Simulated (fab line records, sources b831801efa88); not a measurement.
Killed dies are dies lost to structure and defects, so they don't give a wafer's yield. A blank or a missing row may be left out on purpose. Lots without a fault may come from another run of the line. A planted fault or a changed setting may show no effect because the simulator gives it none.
A struck lot beside a sound one | flow sky130 | 43 steps out of a route of 708
Sound: wafers L253.4, L253.5, L253.6. Struck: wafers L248.1, L248.3, L248.4. The cause comes at the end.
At each step with rows: each side's tool, then ch and its chambers, then its first start. Under that, the readings that differ: sound wafers | struck wafers | difference of the means | sigmas: that difference in standard deviations of wafers without a fault.
alike: readings whose means differ by less than 2 such deviations, and words and numbers that are the same on both sides. not compared: withheld readings, readings that some wafer has no value for, bounds like >300 that may hide the same value, and numbers for which the record gives no deviation and whose values overlap.
The two part at a step that has a row with sigmas, a row that says differs or no value, or rows on one side only. Numbers that don't overlap but have no deviation are shown without sigmas and don't part them. A reading that every wafer of one side lacks parts them only if that side has two wafers or more.

SKY_CAP2M_THK_MEAS_04: measures by xrf.
  sound on film_metro-04, day 43 02:48; struck on film_metro-02, day 41 14:11
  alike: CAP2M_TIN_THK
then, 7 steps without rows for these wafers: SKY_CAP2M_DEHYDRATE_05 (time 60 s); SKY_CAP2M_HMDS_06 (prime time 60 s); SKY_CAP2M_COAT_07 (resist thk 1140 nm); SKY_CAP2M_SOFTBAKE_08 (time 60 s); SKY_CAP2M_EXPOSE_09 (exposes mask CAP2M, target cd 1000 nm); SKY_CAP2M_PEB_10; SKY_CAP2M_DEVELOP_11 (develop time 60 s).
SKY_CAP2M_OVL_MEAS_12:
  sound on overlay-02, day 44 01:10; struck on overlay-01, day 42 16:10
  alike: CAP2M_OVL
SKY_CAP2M_METAL_ETCH_13: etches TiN in Cl2/BCl3, stops on SiO2, target depth 220 nm, time 62.9 s.
  sound on rie_metal-01 ch 0,1, day 44 01:13; struck on rie_metal-01 ch 0,1, day 42 16:12
  alike: drypump_motor_current_A, oes_product_au, throttle_valve_pct
  not compared: rf_hours_counter_h
SKY_CAP2M_STRIP_14: strips in O2/N2.
  sound on plasma_asher-03 ch 0,1, day 44 01:18; struck on plasma_asher-03 ch 0,1, day 42 16:17
  alike: drypump_motor_current_A, oes_product_au, strip_time_to_endpoint_s
  not compared: rf_hours_counter_h
then, 1 step without rows for these wafers: SKY_CAP2M_STRIP_15 (strips in post etch residue remover, time 1200 s).
SKY_CAP2M_CLEAN_16: cleans in IPA, time 180 s.
  sound on wet_bench-03 ch 1, day 44 01:43; struck on wet_bench-04 ch 3, day 42 16:43
then, 9 steps without rows for these wafers: SKY_CAP2M_CLEAN_17 (cleans in O3/DIW); SKY_METAL4_DEHYDRATE_05 (time 60 s); SKY_METAL4_HMDS_06 (prime time 60 s); SKY_METAL4_COAT_07 (resist thk 60 nm); SKY_METAL4_COAT_08 (resist thk 1140 nm); SKY_METAL4_SOFTBAKE_09 (time 90 s); SKY_METAL4_EXPOSE_10 (exposes mask MM4, target cd 300 nm); SKY_METAL4_PEB_11; SKY_METAL4_DEVELOP_12 (develop time 60 s).
SKY_METAL4_CD_MEAS_13: target cd 300 nm.
  sound on cd_sem-01, day 45 00:33; struck on cd_sem-01, day 43 15:38
  alike: cd_nm
SKY_METAL4_OVL_MEAS_14:
  sound on overlay-01, day 45 00:38; struck on overlay-01, day 43 15:45
  alike: METAL4_OVL
then, 1 step without rows for these wafers: SKY_METAL4_DESCUM_15 (chemistry O2, time 8 s).
SKY_METAL4_ETCH_16: etches BARC in N2/H2, stops on SiO2, time 88.2 s, target depth 60 nm.
  sound on rie_metal-02 ch 1, day 45 00:49; struck on rie_metal-01 ch 0,1, day 43 15:49
  reading               | sound             | struck            | difference | sigmas
  oes_product_au (a.u.) | 0.624 0.621 0.621 | 0.636 0.631 0.626 | +0.009     | +2
  alike: drypump_motor_current_A, throttle_valve_pct
  not compared: rf_hours_counter_h
SKY_METAL4_ETCH_17: etches SiO2 in C4F8/O2/Ar, stops on TiN, time 3.9 s, target depth 15 nm.
  sound on rie_diel-04 ch 1,2, day 45 00:55; struck on rie_diel-02 ch 0,2,3, day 43 15:55
  alike: oes_product_au
  not compared: rf_hours_counter_h
SKY_METAL4_METAL_ETCH_18: etches the open film in Cl2/BCl3, stops on SiO2, target depth 845 nm, time 183.1 s.
  sound on rie_metal-01 ch 0,1, day 45 00:59; struck on rie_metal-02 ch 0,1, day 43 15:56
  alike: drypump_motor_current_A, oes_product_au, throttle_valve_pct
  not compared: rf_hours_counter_h
then, 5 steps without rows for these wafers: SKY_METAL4_STRIP_19 (strips in O2/N2); SKY_METAL4_STRIP_20 (strips in post etch residue remover, time 1200 s); SKY_METAL4_CLEAN_21 (cleans in IPA, time 180 s); SKY_METAL4_CLEAN_22 (cleans in O3/DIW); SKY_VIA4_HDPCVD_00 (deposits SiO2, target thk 1750 nm, time 291.7 s).
SKY_VIA4_THK_MEAS_01:
  sound on film_metro-01, day 45 01:55; struck on film_metro-03, day 43 16:56
  alike: VIA4_HDPCVD_THK
then, 1 step without rows for these wafers: SKY_VIA4_CMP_02 (polishes SiO2).
SKY_VIA4_BOW_MEAS_03:
  sound on film_metro-04, day 45 02:18; struck on film_metro-04, day 43 17:18
  reading       | sound    | struck   | difference | sigmas
  VIA4_BOW (um) | 72 58 67 | 86 81 91 | +20        | +3
then, 6 steps without rows for these wafers: SKY_VIA4_DEHYDRATE_04 (time 60 s); SKY_VIA4_HMDS_05 (prime time 60 s); SKY_VIA4_COAT_06 (resist thk 1140 nm); SKY_VIA4_SOFTBAKE_07 (time 60 s); SKY_VIA4_EXPOSE_08 (exposes mask VIM4, target cd 800 nm); SKY_VIA4_PEB_09.
-- the record jumps here: 4 days lie between the struck wafers' starts before and after (it left off in module VIA4 and takes up again in module PAD_OPEN, whose first step shown is number 708 of the route) --
SKY_PAD_OPEN_PROBE_99:
  sound on prober-02, day 48 15:55; struck on prober-01, day 47 14:04
  reading                               | sound              | struck            | difference | sigmas
  defect_limited_yield (%)              | 83.1 76.8 82.5     | 72.4 71.7 69.1    | -9.7       | -5
  killed_at_other                       | 0 0 0              | 64 64 65          | +64        | +99 or more
  killed_dies                           | 83 114 86          | 136 139 152       | +48        | +5
  sort_bin_3_pad_short (%)              | 1.0 0.2 1.0        | 4.3 5.9 4.5       | +4.2       | +10
  sort_bin_5_function (%)               | 10.2 15.2 11.0     | 16.7 15.7 18.7    | +4.9       | +3
  sort_n_pass                           | 409 378 406        | 356 353 340       | -48        | -5
  sort_yield_pct (%)                    | 83.1 76.8 82.5     | 72.4 71.7 69.1    | -9.7       | -5
  model.etest.tester.sort_n_pass        | 409 378 406        | 356 353 340       | -48        |
  model.etest.tester.sort_yield_pct (%) | 83.13 76.83 82.52  | 72.36 71.75 69.11 | -9.75      |
  model.etest.tester.sort_bin_5_pct (%) | 10.16 15.24 10.98  | 16.67 15.65 18.7  | +4.88      |
  model.etest.tester.sort_bin_3_pct (%) | 1.016 0.2033 1.016 | 4.268 5.894 4.472 | +4.133     |
  alike: killed_at_M0_to_M3, killed_at_M4_up, killed_at_contacts, killed_at_front_end, killed_open, killed_short, sort_bin_6_memory

WHERE THEY PART
First at SKY_METAL4_ETCH_16; last, within this record, at SKY_PAD_OPEN_PROBE_99.

WHY: what the simulator had put in
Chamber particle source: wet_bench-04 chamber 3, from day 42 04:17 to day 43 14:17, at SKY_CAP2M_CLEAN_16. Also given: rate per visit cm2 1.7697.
